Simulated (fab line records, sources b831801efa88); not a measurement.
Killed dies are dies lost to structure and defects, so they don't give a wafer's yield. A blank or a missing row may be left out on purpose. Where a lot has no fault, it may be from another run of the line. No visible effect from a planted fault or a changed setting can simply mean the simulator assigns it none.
Matching of chambers | flow sky130 | SKY_CONTACT_ETCH_17 on rie diel-02: 4 sister chambers
The step etches SiO2 in C4F8/O2/Ar, stops on Si3N4, target depth 340 nm. 4 wafers are shown with their chamber, then 7 later ones without.

== WAFERS, EACH WITH ITS CHAMBER ==
wafer  | chamber | rf fwd power W (W)
L756.6 | 1       | 1496
L764.2 | 2       | 1476
L766.1 | 0       | 1494
L766.2 | 3       | 1483

== WAFERS WITH NO CHAMBER GIVEN ==
wafer  | rf fwd power W (W)
L766.3 | 1494
L775.1 | 1486
L775.3 | 1490
L775.4 | 1486
L776.2 | 1487
L776.4 | 1487
L776.5 | 1487

== CHAMBER TAKEN BY EACH ==
wafer  | from the rows above          | in truth
L766.3 | can't be placed: 0 or 1      | 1
L775.1 | can't be placed: 3 or 0      | 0
L775.3 | can't be placed: 0 or 1 or 3 | 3
L775.4 | can't be placed: 3 or 0      | 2
L776.2 | can't be placed: 3 or 0 or 1 | 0
L776.4 | can't be placed: 3 or 0 or 1 | 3
L776.5 | can't be placed: 3 or 0 or 1 | 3
Correctly placed: 0 of 7. Not placeable from these rows: 7 (in 6, the candidates include the true chamber). Placed wrongly: 0.
How it was worked out, from the rows above alone: a wafer's distance from a chamber is the root of the sum, over the readings, of the square of ((its reading less the chamber's mean) divided by the reading's scatter). If the next closest chamber is less than 2 further off than the closest, the wafer can't be placed; otherwise it belongs to the closest. Each chamber's mean is taken over the wafers shown for it. The scatter: with one shown wafer a chamber, the root of the mean of the squares of how far each hidden wafer lies from its nearest shown one.
